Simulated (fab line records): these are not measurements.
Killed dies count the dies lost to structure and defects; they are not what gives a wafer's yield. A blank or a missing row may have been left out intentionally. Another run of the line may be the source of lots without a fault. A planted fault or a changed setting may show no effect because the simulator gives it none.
fab line records ; flow gf180mcu
record lots=7; wafers=21; last-day=34
route steps=602 shown M4@475 V4@476
lots that met no fault: from a run of the same line without faults
start-h: start of the lot's first displayed wafer, in hours after the record's first day ; wait-h: how many hours have passed since the lot's step before this one ; " repeats the value in the row above ; L1.1+2: a single row standing in for several wafers ; - no value, or no start given ; * or withheld: withheld ; < > ~ a bound
route shown NAME@n: NAME is a module with steps in the file, n the number in the route of the first one ; usual: average and standard deviation across the fault-free wafers ; same: alike in all rows ; chamber/n: place in a boat ; sites: readings site by site ; _std_site: standard deviation of those values ; _edge_site: the outer-site mean with the inner-site mean subtracted ; radius-mm: for every site, how far away it sits from the centre of the wafer ; mask NAME#n: copy n ; behind: the most recent tool/chamber to have shaped the wafer ; hold: cause of the lot's hold/its duration in hours/its outcome ; device: the transistor (n, p or np) that didn't switch ; end of line: the same wafers' tests at the end of the route ; a step given without rows: its recipe and nothing more ; killed: count of dies lost to structure and defects at first sort (not the wafer's yield) ; map: a wafer's dies, x killed, . not, _ none there
set.NAME: the setting the step ran with; set.NAME@STEP: the setting that earlier step ran with ; model.NAME: the simulator's own value behind a step, which no gauge read
lots at some steps of the route; a table a step, a row a wafer
services: when a tool's chamber went out of use (start-h, in hours from the record's first day, below 0 if earlier), for how many hours, and the reason
## steps
# step GF_M4_CLEAN_19
# recipe chemistry=DIW; dry=n2-spin
# step GF_V4_CVD_00
# recipe material=SiO2; target-thk-nm=600; sigma-open-frac=0.3; temp-c=400; time-s=100; sih4-flow-sccm=60; pressure-mtorr=6
# step GF_V4_THK_MEAS_01
# recipe reads=SiO2_of_V4_CVD_00
# usual V4_CVD_00_THK=600/5.2
lot.wafer;tool;chamber;start-h;wait-h;V4_CVD_00_THK[nm]
L209.2;film-metro-02;-;542.18;0.0;595
L209.3;film-metro-02;-;542.18;0.0;602
L209.4;film-metro-02;-;542.18;0.0;599
L220.3;film-metro-03;-;633.43;0.1;600
L220.4;film-metro-03;-;633.43;0.1;596
L220.6;film-metro-03;-;633.43;0.1;601
L221.1;film-metro-01;-;636.38;0.0;585
L221.2;film-metro-01;-;636.38;0.0;596
L221.3;film-metro-01;-;636.38;0.0;592
L222.2;film-metro-03;-;643.87;0.0;597
L222.5;film-metro-03;-;643.87;0.0;593
L222.6;film-metro-03;-;643.87;0.0;599
L223.2;film-metro-01;-;648.84;0.0;595
L223.5;film-metro-01;-;648.84;0.0;592
L223.6;film-metro-01;-;648.84;0.0;596
L230.4;film-metro-02;-;698.20;0.1;595
L230.5;film-metro-02;-;698.20;0.1;596
L230.6;film-metro-02;-;698.20;0.1;602
L232.4;film-metro-01;-;714.97;0.0;596
L232.5;film-metro-01;-;714.97;0.0;593
L232.6;film-metro-01;-;714.97;0.0;592
# step GF_V4_CVD_02
# recipe material=SiO2; target-thk-nm=850; precursor=TEOS; temp-c=400; time-s=94.851; rf-w=600
# usual heater-power-w=668/110
lot.wafer;tool;chamber;start-h;wait-h;heater-power-w;since-wet-clean-h
L209.2;pecvd-03;0;542.23;0.0;785;368
L209.3;pecvd-03;1;542.23;0.0;623;368
L209.4;pecvd-03;2;542.23;0.0;697;-
L220.3;pecvd-01;2;633.47;0.0;782;667
L220.4;pecvd-01;2;633.47;0.0;650;-
L220.6;pecvd-01;0;633.47;0.0;497;-
L221.1;pecvd-01;1;636.44;0.1;674;670
L221.2;pecvd-01;0;636.44;0.1;475;670
L221.3;pecvd-01;2;636.44;0.1;795;670
L222.2;pecvd-01;2;643.92;0.0;644;678
L222.5;pecvd-01;0;643.92;0.0;493;-
L222.6;pecvd-01;2;643.92;0.0;746;-
L223.2;pecvd-02;2;648.89;0.0;825;266
L223.5;pecvd-02;2;648.89;0.0;900;-
L223.6;pecvd-02;0;648.89;0.0;661;-
L230.4;pecvd-02;2;698.27;0.1;720;-
L230.5;pecvd-02;0;698.27;0.1;689;-
L230.6;pecvd-02;1;698.27;0.1;666;-
L232.4;pecvd-03;2;715.03;0.1;699;-
L232.5;pecvd-03;0;715.03;0.1;821;-
L232.6;pecvd-03;1;715.03;0.1;742;-
# step GF_V4_THK_MEAS_03
# recipe reads=SiO2_of_V4_CVD_02
# usual V4_CVD_02_THK=848/11
lot.wafer;tool;chamber;start-h;wait-h;V4_CVD_02_THK[nm]
L209.2;film-metro-02;-;542.34;0.1;837
L209.3;film-metro-02;-;542.34;0.1;835
L209.4;film-metro-02;-;542.34;0.1;850
L220.3;film-metro-01;-;633.56;0.1;848
L220.4;film-metro-01;-;633.56;0.1;856
L220.6;film-metro-01;-;633.56;0.1;841
L221.1;film-metro-03;-;636.51;0.0;839
L221.2;film-metro-03;-;636.51;0.0;829
L221.3;film-metro-03;-;636.51;0.0;836
L222.2;film-metro-01;-;644.03;0.1;828
L222.5;film-metro-01;-;644.03;0.1;849
L222.6;film-metro-01;-;644.03;0.1;837
L223.2;film-metro-02;-;648.97;0.0;842
L223.5;film-metro-02;-;648.97;0.0;850
L223.6;film-metro-02;-;648.97;0.0;854
L230.4;film-metro-02;-;698.33;0.0;863
L230.5;film-metro-02;-;698.33;0.0;856
L230.6;film-metro-02;-;698.33;0.0;864
L232.4;film-metro-03;-;715.09;0.0;858
L232.5;film-metro-03;-;715.09;0.0;872
L232.6;film-metro-03;-;715.09;0.0;868
# step GF_V4_CMP_04
# recipe material=SiO2; down-force-psi=4; platen-rpm=60; pad-velocity-m-s=0.94248
# usual motor-current-A=11.8/0.74; time-to-endpoint-s=76/4.5
lot.wafer;tool;chamber;start-h;wait-h;motor-current-A;time-to-endpoint-s
L209.2;cmp-02;1;542.39;0.0;10.8;69
L209.3;cmp-02;2;542.39;0.0;11.4;73
L209.4;cmp-02;3;542.39;0.0;11.4;81
L220.3;cmp-02;3;633.70;0.1;11.9;79
L220.4;cmp-02;0;633.70;0.1;12.1;79
L220.6;cmp-02;1;633.70;0.1;11.3;73
L221.3;cmp-02;2;636.62;0.1;11.2;71
L221.1;cmp-02;3;636.62;0.1;11.5;72
L221.2;cmp-02;0;636.62;0.1;11.7;71
L222.2;cmp-01;1;644.08;0.0;12.6;64
L222.5;cmp-01;1;644.08;0.0;11.9;77
L222.6;cmp-01;2;644.08;0.0;13.0;72
L223.2;cmp-02;0;649.17;0.2;12.6;70
L223.6;cmp-02;1;649.17;0.2;10.6;78
L223.5;cmp-02;2;649.17;0.2;10.6;77
L230.4;cmp-01;3;698.46;0.1;11.3;80
L230.5;cmp-01;1;698.46;0.1;11.9;76
L230.6;cmp-01;2;698.46;0.1;13.2;81
L232.4;cmp-02;3;715.45;0.3;11.4;81
L232.5;cmp-02;0;715.45;0.3;11.8;86
L232.6;cmp-02;1;715.45;0.3;10.9;83
# step GF_V4_BOW_MEAS_05
# recipe mode=bow
# usual V4_BOW=137/8.6
lot.wafer;tool;chamber;start-h;wait-h;V4_BOW[um]
L209.2;film-metro-03;-;542.71;0.3;134
L209.3;film-metro-03;-;542.71;0.3;133
L209.4;film-metro-03;-;542.71;0.3;127
L220.3;film-metro-03;-;633.94;0.2;127
L220.4;film-metro-03;-;633.94;0.2;114
L220.6;film-metro-03;-;633.94;0.2;125
L221.1;film-metro-01;-;636.99;0.3;150
L221.2;film-metro-01;-;636.99;0.3;135
L221.3;film-metro-01;-;636.99;0.3;141
L222.2;film-metro-02;-;644.40;0.3;134
L222.5;film-metro-02;-;644.40;0.3;138
L222.6;film-metro-02;-;644.40;0.3;130
L223.2;film-metro-02;-;649.34;0.1;141
L223.5;film-metro-02;-;649.34;0.1;133
L223.6;film-metro-02;-;649.34;0.1;129
L230.4;film-metro-02;-;698.72;0.2;152
L230.5;film-metro-02;-;698.72;0.2;155
L230.6;film-metro-02;-;698.72;0.2;146
L232.4;film-metro-03;-;715.66;0.2;149
L232.5;film-metro-03;-;715.66;0.2;150
L232.6;film-metro-03;-;715.66;0.2;146
# step GF_V4_DEHYDRATE_06
# recipe temp-c=200; time-s=60
# step GF_V4_HMDS_07
# recipe prime-time-s=60; prime-temp-c=120
# step GF_V4_COAT_08
# recipe resist=BARC; temp-c=withheld; time-s=withheld; spin-rpm=withheld; resist-thk-nm=withheld
# step GF_V4_COAT_09
# recipe resist=KrF; spin-rpm=withheld; resist-thk-nm=1000
# step GF_V4_SOFTBAKE_10
# recipe temp-c=130; time-s=60; resist=KrF
# step GF_V4_EXPOSE_11
# recipe mask-id=Via4; target-cd-nm=260; na=0.68; source-shape=conventional; sigma-outer=0.6; dose-mj=38
# usual exposure-dose-mJ-cm2=38.00/0.039; focus-offset-nm=0.0/0.52
lot.wafer;tool;chamber;start-h;wait-h;mask;exposure-dose-mJ-cm2;focus-offset-nm
L209.2;krf-scanner-02;0;554.06;-;Via4#0;37.99;0.4
L209.3;krf-scanner-02;0;554.06;-;Via4#0;37.97;-0.3
L209.4;krf-scanner-02;0;554.06;-;Via4#0;38.06;-0.3
L220.3;krf-scanner-01;0;644.13;-;Via4#0;38.00;0.1
L220.4;krf-scanner-01;0;644.13;-;Via4#0;37.99;-0.2
L220.6;krf-scanner-01;0;644.13;-;Via4#0;37.94;-0.3
L221.1;krf-scanner-02;-;647.19;-;Via4#0;-;-
L221.2;krf-scanner-02;-;647.19;-;Via4#0;-;-
L221.3;krf-scanner-02;-;647.19;-;Via4#0;-;-
L222.2;krf-scanner-02;-;654.56;-;Via4#0;-;-
L222.5;krf-scanner-02;-;654.56;-;Via4#0;-;-
L222.6;krf-scanner-02;-;654.56;-;Via4#0;-;-
L223.2;krf-scanner-02;-;659.36;-;Via4#0;-;-
L223.5;krf-scanner-02;-;659.36;-;Via4#0;-;-
L223.6;krf-scanner-02;-;659.36;-;Via4#0;-;-
L230.4;krf-scanner-02;0;708.10;-;Via4#0;37.96;-0.1
L230.5;krf-scanner-02;0;708.10;-;Via4#0;37.98;-0.8
L230.6;krf-scanner-02;0;708.10;-;Via4#0;37.98;-0.2
L232.4;krf-scanner-02;0;724.70;-;Via4#0;38.07;0.2
L232.5;krf-scanner-02;0;724.70;-;Via4#0;38.02;-0.4
L232.6;krf-scanner-02;0;724.70;-;Via4#0;38.02;0.2
# step GF_V4_PEB_12
# recipe peb-temp-c=135; peb-time-s=90; resist=KrF
## services
tool;chamber;start-h;hours;kind
pecvd-02;2;524.92;9.6;repair
pecvd-01;0;537.97;5.7;repair
krf-scanner-02;-;538.64;0.2;repair
cmp-01;-;542.70;2.3;repair
pecvd-03;0;551.32;10.5;repair
cmp-02;-;553.35;3.3;pm
pecvd-01;1;563.15;10.7;repair
cmp-02;-;572.03;4.0;pm
krf-scanner-02;-;572.06;0.8;pm
pecvd-02;-;584.68;2.8;repair
krf-scanner-02;-;593.04;1.3;pm
cmp-02;-;605.33;0.6;repair
krf-scanner-02;-;608.75;1.0;pm
cmp-01;-;629.47;1.9;repair
cmp-02;-;634.36;0.3;repair
pecvd-01;1;641.61;27.9;repair
pecvd-01;0;644.40;7.2;repair
cmp-01;-;648.92;5.2;repair
pecvd-02;2;661.84;6.9;repair
cmp-01;-;663.81;2.8;pm
krf-scanner-02;-;694.85;3.6;pm
pecvd-02;0;706.28;6.5;repair
cmp-01;-;708.44;1.3;repair
pecvd-01;-;723.75;2.8;pm
## key
first-sign step=GF_V4_EXPOSE_11; reading=tool-record; direction=missing
effect none on later readings
met-at GF_V4_EXPOSE_11
struck-wafers L221.1,L221.2,L221.3,L222.2,L222.5,L222.6,L223.2,L223.5,L223.6
later-rows-left-out L221.1,L221.2,L221.3,L222.2,L222.5,L222.6,L223.2,L223.5,L223.6
sort-left-out L221.1,L221.2,L221.3,L222.2,L222.5,L222.6,L223.2,L223.5,L223.6
onset-between 554.06 647.19
earlier-fault kind=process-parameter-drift; tool=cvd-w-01; chamber=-; onset-h=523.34; steps=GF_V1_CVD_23; channel=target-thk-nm; offset=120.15; shape=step; acts-in=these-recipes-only; stated=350
fault kind=skipped-step-whole; tool=krf-scanner-02; chamber=-; onset-h=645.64; steps=GF_V4_EXPOSE_11; scope=struck-lots-only
# sort-left-out: the simulated sort isn't trusted on such a fault, so these wafers' sort isn't shown, and their yield isn't known
# later-rows-left-out: the simulator's readings of these wafers behind a module that went badly wrong aren't trusted and aren't shown, but for the sort
